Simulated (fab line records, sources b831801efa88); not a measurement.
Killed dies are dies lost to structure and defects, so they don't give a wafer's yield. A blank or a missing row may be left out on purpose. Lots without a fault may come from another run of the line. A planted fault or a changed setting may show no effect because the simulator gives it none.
fab line records | flow sky130
record lots=6 wafers=18 last_day=50
route steps=708 shown METAL2@490 PAD_OPEN@708
lots that met no fault: from a run of the same line without faults
start_h: hours from the record's first day to the start of the lot's first wafer shown | wait_h: hours since the lot's step before | " the same as in the row above | L1.1+2: a row that stands for several wafers | - no value, or no start given | * or withheld: withheld | < > ~ a bound
route shown NAME@n: a module of which the file shows steps, and the number in the route of the first | usual: mean/standard deviation of fault-free wafers | same: alike in all rows | chamber/n: place in a boat | sites: the reading at each site | _std_site: their standard deviation | _edge_site: outer sites' mean less inner sites' | radius_mm: how far each site lies from the wafer's centre | mask NAME#n: copy n | behind: the tool/chamber that last shaped the wafer | hold: why the lot was held/for how many hours/how that ended | device: the transistor (n, p or np) that didn't switch | end of line: the same wafers' tests at the end of the route | a step without rows: its recipe alone | killed: dies lost to structure and defects at the first sort, not the wafer's yield | map: a wafer's dies, x killed, . not, _ none there
set.NAME: the setting as run; set.NAME@STEP: as run at that earlier step | model.NAME: the simulator's own value behind a step, which no gauge read
lots at some steps of the route; a table a step, a row a wafer
services: from which hour (start_h, from the record's first day; less than 0 if before it) a tool's chamber was out of use, for how many hours, and why
## steps
# step SKY_METAL2_DEHYDRATE_07
# recipe temp_c=200 time_s=60
# step SKY_METAL2_HMDS_08
# recipe prime_time_s=60 prime_temp_c=120
# step SKY_METAL2_COAT_09
# recipe resist=BARC temp_c=withheld time_s=withheld spin_rpm=3000 resist_thk_nm=60
# step SKY_METAL2_COAT_10
# recipe resist=KrF-thick spin_rpm=3000 resist_thk_nm=450
# step SKY_METAL2_SOFTBAKE_11
# recipe temp_c=100 time_s=90 resist=KrF-thick
# step SKY_METAL2_EXPOSE_12
# recipe mask_id=MM2 na=0.8 source_shape=annular sigma_inner=0.55 sigma_outer=0.85 target_cd_nm=140 dose_mj=28
# step SKY_METAL2_PEB_13
# recipe peb_temp_c=withheld peb_time_s=withheld resist=KrF-thick
# step SKY_METAL2_DEVELOP_14
# recipe develop_time_s=60 resist=KrF-thick dev_temp_c=21
# step SKY_METAL2_CD_MEAS_15
# recipe target_cd_nm=140
# usual cd_nm=140.1/1.5
# columns lot.wafer tool chamber start_h wait_h cd_nm
L966.2 cd_sem-01 - 840.88 - 140.4
L966.5 " - " " 140.0
L966.6 " - " " 140.9
L971.1 cd_sem-02 - 873.08 - 140.6
L971.3 " - " " 140.9
L971.4 " - " " 140.7
L972.1 cd_sem-02 - 880.08 - 140.9
L972.4 " - " " 141.5
L972.5 " - " " 141.4
L982.3 cd_sem-02 - 958.36 - 140.9
L982.4 " - " " 140.8
L982.5 " - " " 139.7
L986.1 cd_sem-01 - 977.92 - 140.3
L986.3 " - " " 138.9
L986.4 " - " " 138.8
L987.1 cd_sem-01 - 998.93 - 142.3
L987.2 " - " " 140.0
L987.6 " - " " 140.1
# step SKY_METAL2_OVL_MEAS_16
# usual METAL2_OVL=-1/6.3
# columns lot.wafer tool chamber start_h wait_h METAL2_OVL[nm]
L966.2 overlay-01 - 840.98 0.1 6
L966.5 " - " " -12
L966.6 " - " " 1
L971.1 overlay-01 - 873.20 0.1 -2
L971.3 " - " " -4
L971.4 " - " " -5
L972.1 overlay-02 - 880.20 0.1 1
L972.4 " - " " 0
L972.5 " - " " 2
L982.3 overlay-01 - 958.46 0.1 5
L982.4 " - " " 1
L982.5 " - " " 1
L986.1 overlay-02 - 978.04 0.1 -7
L986.3 " - " " -15
L986.4 " - " " -6
L987.1 overlay-02 - 999.05 0.1 -9
L987.2 " - " " -17
L987.6 " - " " -14
# step SKY_METAL2_DESCUM_17
# recipe chemistry=O2 source_power_w=150 bias_power_w=0 pressure_mtorr=10 temp_c=40 time_s=8
# usual drypump_motor_current_A=5.8/0.51 oes_product_au=1.001/0.0067
# columns lot.wafer tool chamber start_h wait_h drypump_motor_current_A oes_product_au rf_hours_counter_h
L966.2 rie_metal-02 0 841.01 0.0 6.2 0.991 7
L966.5 " 1 " " 6.3 1.005 -
L966.6 " 0 " " 6.2 1.002 -
L971.1 rie_metal-02 0 873.24 0.0 6.2 1.013 9
L971.3 " 0 " " 6.2 1.005 -
L971.4 " 1 " " 6.3 1.004 -
L972.1 rie_metal-02 1 880.24 0.0 6.3 1.008 16
L972.4 " 0 " " 6.2 1.005 -
L972.5 " 1 " " 6.3 1.014 -
L982.3 rie_metal-02 1 958.49 0.0 6.3 1.002 -
L982.4 " 0 " " 6.2 0.997 -
L982.5 " 1 " " 6.3 1.006 -
L986.1 rie_metal-03 1 978.08 0.0 5.8 0.996 2
L986.3 " 1 " " 5.8 0.999 -
L986.4 " 0 " " 5.0 0.998 -
L987.1 rie_metal-04 0 999.09 0.0 6.1 0.996 14
L987.2 " 1 " " 5.2 1.001 6
L987.6 " 1 " " 5.2 0.997 -
# step SKY_METAL2_ETCH_18
# recipe chemistry=N2/H2 target=BARC ion_energy_ev=200 bias_w=100 pressure_mtorr=30 n2_flow_sccm=100 h2_flow_sccm=200 icp_w=500 stop_on=SiO2 time_s=45.9 target_depth_a=600
# usual drypump_motor_current_A=5.8/0.51 n2_flow_sccm=100.0/0.3 oes_product_au=0.854/0.0049 throttle_valve_pct=13.226/0.0092
# columns lot.wafer tool chamber start_h wait_h drypump_motor_current_A n2_flow_sccm oes_product_au rf_hours_counter_h throttle_valve_pct
L966.2 rie_metal-02 0 841.05 0.0 6.2 100.0 0.862 7 13.236
L966.5 " 1 " " 6.3 100.3 0.854 - 13.222
L966.6 " 0 " " 6.2 99.9 0.861 - 13.236
L971.1 rie_metal-02 0 873.27 0.0 6.2 99.9 0.854 9 13.219
L971.3 " 0 " " 6.2 99.9 0.854 - 13.199
L971.4 " 1 " " 6.3 100.0 0.852 - 13.213
L972.1 rie_metal-02 1 880.27 0.0 6.3 99.9 0.863 16 13.224
L972.4 " 0 " " 6.2 99.7 0.854 - 13.213
L972.5 " 1 " " 6.3 100.0 0.858 - 13.241
L982.3 rie_metal-02 1 958.53 0.0 6.3 100.2 0.858 - 13.208
L982.4 " 0 " " 6.2 100.9 0.862 - 13.217
L982.5 " 1 " " 6.3 100.0 0.861 - 13.235
L986.1 rie_metal-03 1 978.11 0.0 5.9 100.1 0.859 2 13.227
L986.3 " 1 " " 5.9 100.2 0.860 - 13.222
L986.4 " 0 " " 5.0 100.2 0.856 - 13.243
L987.1 rie_metal-04 0 999.12 0.0 6.2 100.1 0.850 14 13.233
L987.2 " 1 " " 5.2 99.8 0.852 6 13.234
L987.6 " 1 " " 5.2 99.2 0.853 - 13.230
# step SKY_METAL2_METAL_ETCH_19
# recipe target_depth_a=3600 stop_on=SiO2 over_etch_frac=0.3 time_s=78 chemistry=Cl2/BCl3 resist_sidewall_deg=88 pressure_mtorr=10 icp_w=900 bias_w=48.5 Cl2_flow_sccm=60 bcl3_flow_sccm=30
# usual bcl3_flow_sccm=30.00/0.089 drypump_motor_current_A=5.8/0.51 oes_product_au=0.854/0.0063 throttle_valve_pct=22.263/0.0092
# columns lot.wafer tool chamber start_h wait_h bcl3_flow_sccm drypump_motor_current_A oes_product_au rf_hours_counter_h throttle_valve_pct model.KrF-thick_of_METAL2_COAT_10.thk_nm model.METAL2.cd_nm model.SiO2_of_VIA1_HDPCVD_00.thk_nm
L966.2 rie_metal-02 0 841.11 0.0 30.14 6.2 0.864 7 22.247 156.5 141.5 331.2
L966.5 " 1 " " 30.07 6.3 0.852 - 22.265 158.1 139.6 330.6
L966.6 " 0 " " 30.14 6.2 0.862 - 22.254 158.2 141.4 330.5
L971.1 rie_metal-02 0 873.33 0.0 29.97 6.2 0.855 9 22.241 204.7 144.7 332.5
L971.3 " 0 " " 29.95 6.2 0.848 - 22.252 205.1 145.7 333.4
L971.4 " 1 " " 29.81 6.3 0.853 - 22.255 152.8 142.6 330.3
L972.1 rie_metal-02 1 880.33 0.0 30.04 6.3 0.860 16 22.253 155.7 142 331.2
L972.4 " 0 " " 30.02 6.2 0.856 - 22.276 208.6 148.2 332.8
L972.5 " 1 " " 30.01 6.3 0.843 - 22.266 156 145 329.7
L982.3 rie_metal-02 1 958.60 0.1 29.99 6.3 0.862 - 22.266 154.3 141.6 331.3
L982.4 " 0 " " 30.02 6.2 0.854 - 22.260 158.7 145.3 330.5
L982.5 " 1 " " 30.09 6.3 0.853 - 22.260 156.1 141.7 330.7
L986.1 rie_metal-03 1 978.17 0.0 30.01 5.8 0.861 2 22.260 159.8 138 330.6
L986.3 " 1 " " 29.96 5.9 0.855 - 22.271 160.1 136.3 330.8
L986.4 " 0 " " 30.03 5.0 0.865 - 22.274 160.7 135.1 330.3
L987.1 rie_metal-04 0 999.18 0.0 29.99 6.1 0.853 14 22.248 165.9 141 330.8
L987.2 " 1 " " 30.05 5.2 0.845 6 22.264 161.2 139 331.9
L987.6 " 1 " " 30.01 5.2 0.850 - 22.264 164.2 141.6 331.5
# step SKY_METAL2_STRIP_20
# recipe chemistry=O2/N2 power_w=1400 pressure_mtorr=1500 platen_temp_c=withheld o2_flow_sccm=3000 n2_flow_sccm=300 overash_fraction=0.5
# usual drypump_motor_current_A=5.7/0.31 n2_flow_sccm=300.0/0.85 o2_flow_sccm=3000/10 oes_product_au=0.342/0.0047 strip_time_to_endpoint_s=2.69/0.031
# columns lot.wafer tool chamber start_h wait_h drypump_motor_current_A n2_flow_sccm o2_flow_sccm oes_product_au rf_hours_counter_h strip_time_to_endpoint_s
L966.2 plasma_asher-01 1 841.20 0.1 5.8 298.0 3011 0.343 70 2.68
L966.5 " 0 " " 6.1 299.0 2993 0.341 - 2.69
L966.6 " 1 " " 5.9 299.5 3025 0.342 - 2.70
L971.1 plasma_asher-03 1 873.42 0.1 5.6 300.4 2995 0.356 44 3.19
L971.3 " 1 " " 5.6 301.6 2974 0.369 - 3.19
L971.4 " 0 " " 5.3 299.3 2996 0.337 - 2.61
L972.1 plasma_asher-01 1 880.42 0.1 5.9 299.9 2998 0.340 74 2.66
L972.4 " 0 " " 6.1 299.4 3001 0.365 - 3.25
L972.5 " 0 " " 6.1 298.8 2998 0.338 - 2.68
L982.3 plasma_asher-04 1 958.70 0.1 4.9 299.1 2990 0.338 - 2.65
L982.4 " 0 " " 5.4 300.3 2994 0.339 - 2.69
L982.5 " 0 " " 5.5 299.1 2994 0.342 - 2.67
L986.1 plasma_asher-01 0 978.26 0.1 6.1 301.4 2988 0.337 83 2.73
L986.3 " 1 " " 5.9 298.0 2996 0.350 - 2.71
L986.4 " 0 " " 6.1 300.4 2993 0.345 - 2.73
L987.1 plasma_asher-01 0 999.27 0.1 6.0 301.2 3003 0.350 85 2.78
L987.2 " 1 " " 5.9 299.7 2987 0.348 85 2.72
L987.6 " 1 " " 5.9 299.1 3007 0.339 - 2.75
# step SKY_METAL2_STRIP_21
# recipe chemistry=post_etch_residue_remover time_s=1200 temp_c=72.5
# step SKY_PAD_OPEN_PROBE_99
# columns lot.wafer tool chamber start_h wait_h hold model.etest.met2.width_nm model.etest.met2_comb.leak_log10_a_um model.etest.met2.line_ohm_um
L966.2 prober-02 - 1094.66 0.1 - 136.8 -12 0.9274
L966.5 prober-02 - 1094.81 0.2 - 141.3 -12.04 0.905
L966.6 prober-02 - 1094.86 0.2 - 141.1 -12.19 0.888
L971.1 prober-01 - 1115.66 0.1 await_dispo/3.6h/release 145 -7.577 0.8818
L971.3 prober-01 - 1115.76 0.2 await_dispo/3.6h/release 144.3 -7.855 0.8796
L971.4 prober-01 - 1115.81 0.2 await_dispo/3.6h/release 140.4 -11.79 0.9059
L972.1 prober-02 - 1119.95 0.1 await_dispo/7.2h/release 143.6 -12.19 0.899
L972.4 prober-02 - 1120.10 0.2 await_dispo/7.2h/release 151.3 -8.286 0.8547
L972.5 prober-02 - 1120.15 0.2 await_dispo/7.2h/release 142.8 -11.91 0.8976
L982.3 prober-02 - 1179.33 0.2 - 138.3 -11.99 0.912
L982.4 prober-02 - 1179.38 0.2 - 145.3 -12.1 0.889
L982.5 prober-02 - 1179.43 0.2 - 145 -11.93 0.8866
L986.1 prober-02 - 1193.45 0.1 - 139 -12.09 0.9192
L986.3 prober-02 - 1193.55 0.2 - 137.6 -11.97 0.9263
L986.4 prober-02 - 1193.60 0.2 - 138.8 -12.16 0.9159
L987.1 prober-01 - 1207.35 0.1 - 138.7 -11.97 0.9251
L987.2 prober-01 - 1207.40 0.1 - 140 -12.21 0.9273
L987.6 prober-01 - 1207.60 0.2 - 138.3 -11.86 0.9374
# killed by level:class
L966.2 CONTACT:geometric_particle:open=12 VIA1:geometric_particle:open=12 CONTACT:geometric_particle:short=8 METAL1:geometric_particle:short=8 FIELD_ISO:geometric_particle:open=6 FIELD_ISO:geometric_particle:short=6 LI_CONTACT:geometric_particle:open=6 METAL2:geometric_particle:short=5
L966.5 CONTACT:geometric_particle:open=12 METAL2:geometric_particle:short=9 LOCAL_INTERCONNECT:geometric_particle:short=5 METAL1:geometric_particle:short=5 VIA3:geometric_particle:open=5 CONTACT:geometric_particle:short=4 VIA1:geometric_particle:short=4 VIA2:geometric_particle:open=4
L966.6 CONTACT:geometric_particle:open=14 VIA1:geometric_particle:open=12 VIA3:geometric_particle:open=9 LI_CONTACT:geometric_particle:open=7 VIA2:geometric_particle:open=6 METAL1:geometric_particle:short=5 VIA1:geometric_particle:short=5 FIELD_ISO:geometric_particle:open=4
L982.3 CONTACT:geometric_particle:open=12 VIA1:geometric_particle:open=11 FIELD_ISO:geometric_particle:short=7 CONTACT:geometric_particle:short=7 METAL3:geometric_particle:short=7 VIA2:geometric_particle:open=6 METAL2:geometric_particle:short=6 VIA3:geometric_particle:open=6
L982.4 METAL2:geometric_particle:short=12 LI_CONTACT:geometric_particle:open=11 VIA1:geometric_particle:open=11 VIA2:geometric_particle:open=7 CONTACT:geometric_particle:short=7 CONTACT:geometric_particle:open=7 VIA3:geometric_particle:open=7 VIA1:geometric_particle:short=5
L982.5 VIA1:geometric_particle:open=11 LI_CONTACT:geometric_particle:open=9 LOCAL_INTERCONNECT:geometric_particle:short=8 CONTACT:geometric_particle:open=8 VIA3:geometric_particle:open=7 METAL2:geometric_particle:short=5 METAL1:geometric_particle:short=5 VIA3:geometric_particle:short=4
L986.1 LI_CONTACT:geometric_particle:open=8 VIA2:geometric_particle:open=6 METAL3:geometric_particle:short=6 VIA1:geometric_particle:open=5 LOCAL_INTERCONNECT:geometric_particle:short=5 CONTACT:geometric_particle:open=5 VIA1:geometric_particle:short=5 METAL1:geometric_particle:short=4
L986.3 LI_CONTACT:geometric_particle:open=11 METAL2:geometric_particle:short=10 CONTACT:geometric_particle:open=6 LI_CONTACT:geometric_particle:short=4 VIA1:geometric_particle:open=4 VIA3:geometric_particle:open=4 FIELD_ISO:geometric_particle:short=3 POLY_GATE:geometric_particle:open=3
L986.4 VIA1:geometric_particle:open=15 VIA2:geometric_particle:open=6 METAL2:geometric_particle:short=6 VIA2:geometric_particle:short=5 VIA3:geometric_particle:open=5 CONTACT:geometric_particle:open=4 VIA3:geometric_particle:short=4 LOCAL_INTERCONNECT:geometric_particle:short=3
L987.1 CONTACT:geometric_particle:open=14 VIA1:geometric_particle:open=10 LI_CONTACT:geometric_particle:open=10 VIA2:geometric_particle:open=9 METAL1:geometric_particle:short=6 CONTACT:geometric_particle:short=5 VIA3:geometric_particle:open=5 FIELD_ISO:geometric_particle:open=4
L987.2 VIA1:geometric_particle:open=13 CONTACT:geometric_particle:open=9 LI_CONTACT:geometric_particle:open=8 POLY_GATE:geometric_particle:open=6 VIA2:geometric_particle:open=6 CONTACT:geometric_particle:short=5 VIA1:geometric_particle:short=4 FIELD_ISO:geometric_particle:open=3
L987.6 CONTACT:geometric_particle:open=8 METAL1:geometric_particle:short=8 LI_CONTACT:geometric_particle:open=6 METAL2:geometric_particle:short=6 CONTACT:geometric_particle:short=5 METAL1:geometric_particle:open=5 VIA3:geometric_particle:open=5 LI_CONTACT:geometric_particle:short=4
# map L982.4 (x killed, . not)
__________x.x......._________
________........x....._______
______.x.....xxx.....x.._____
_____.x...x.x..x.x.......____
____..x.xx....x..x........___
___.......xx.x....x........__
__.....xxxx...x.......x..x.._
_............................
_.....x.....x...x..x..x....x.
_.x...x...........x...xx.....
_....x.x.x......xx.....x...xx
_..xx.x.........x.........x.x
_...x...........xx..x......x.
_.xxxxxx...xxx......x.x..xx.x
_x.x.....x..xx.x.x......x.x..
__.........................._
___.x....x..............x..__
____.x.x.............xx..x___
_____......x..x......x...____
______...x....x..x..x..._____
________...xx..xx....._______
__________....x....._________
# map L987.1 (x killed, . not)
__________.....x...._________
________....x.x......._______
______....x......x....x._____
_____......x.x.......x..x____
____...x..x......x.x......___
___x..x.x...x......x.......__
__x.x.xx....x....x..x.x..x.._
_...x...x.......x...x........
_..........x...x.....x......x
_....................x.......
_............x......x...xx...
_.....x.................x....
_..x.x....x........xx........
_...........x......x.xx..x..x
_..x.xxxx.xx..xx.x....x......
__...x..x.x..x..x..........._
___x....x....x.............__
____......x.............x.___
_____.x...............x..____
______.....x.....x....xx_____
________xxxxx....x...._______
__________......x.xx_________
## services
# columns tool chamber start_h hours kind
rie_metal-04 1 860.69 - clean
rie_metal-04 1 860.69 25.8 scheduled_down
rie_metal-04 1 860.69 25.8 vent_cycle
rie_metal-04 0 874.60 2.1 repair
rie_metal-02 1 882.65 29.8 repair
rie_metal-03 - 886.73 1.2 repair
plasma_asher-01 - 896.48 1.1 repair
rie_metal-03 1 935.00 - clean
rie_metal-03 1 935.00 16.0 scheduled_down
rie_metal-03 1 935.00 16.0 vent_cycle
rie_metal-02 1 935.85 - clean
rie_metal-02 1 935.85 20.5 scheduled_down
rie_metal-02 1 935.85 20.5 vent_cycle
rie_metal-02 - 973.41 2.8 pm
## key
first_sign step=SKY_METAL2_STRIP_20 reading=strip_time_to_endpoint_s direction=up sigmas=17 usual=* struck=*
effect step=SKY_METAL2_STRIP_20 reading=oes_product_au direction=up sigmas=4.5 usual=0.342 struck=0.363
effect step=SKY_PAD_OPEN_PROBE_99 reading=hold direction=added
model_effect step=SKY_METAL2_METAL_ETCH_19 value=KrF-thick_of_METAL2_COAT_10.thk_nm without=155.5 struck=206.1
model_effect step=SKY_PAD_OPEN_PROBE_99 value=etest.met2.width_nm without=141 struck=146.9
met_at SKY_METAL2_METAL_ETCH_19
struck_wafers L971.1,L971.3,L972.4
sort_left_out L971.1,L971.3,L972.4
onset_between 841.11 873.33
fault kind=process_parameter_drift tool=rie_metal-02 chamber=0 onset_h=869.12 steps=SKY_METAL2_METAL_ETCH_19 channel=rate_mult offset=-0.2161 shape=step end_h=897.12
# sort_left_out: the simulated sort isn't trusted on such a fault, so these wafers' sort isn't shown, and their yield isn't known
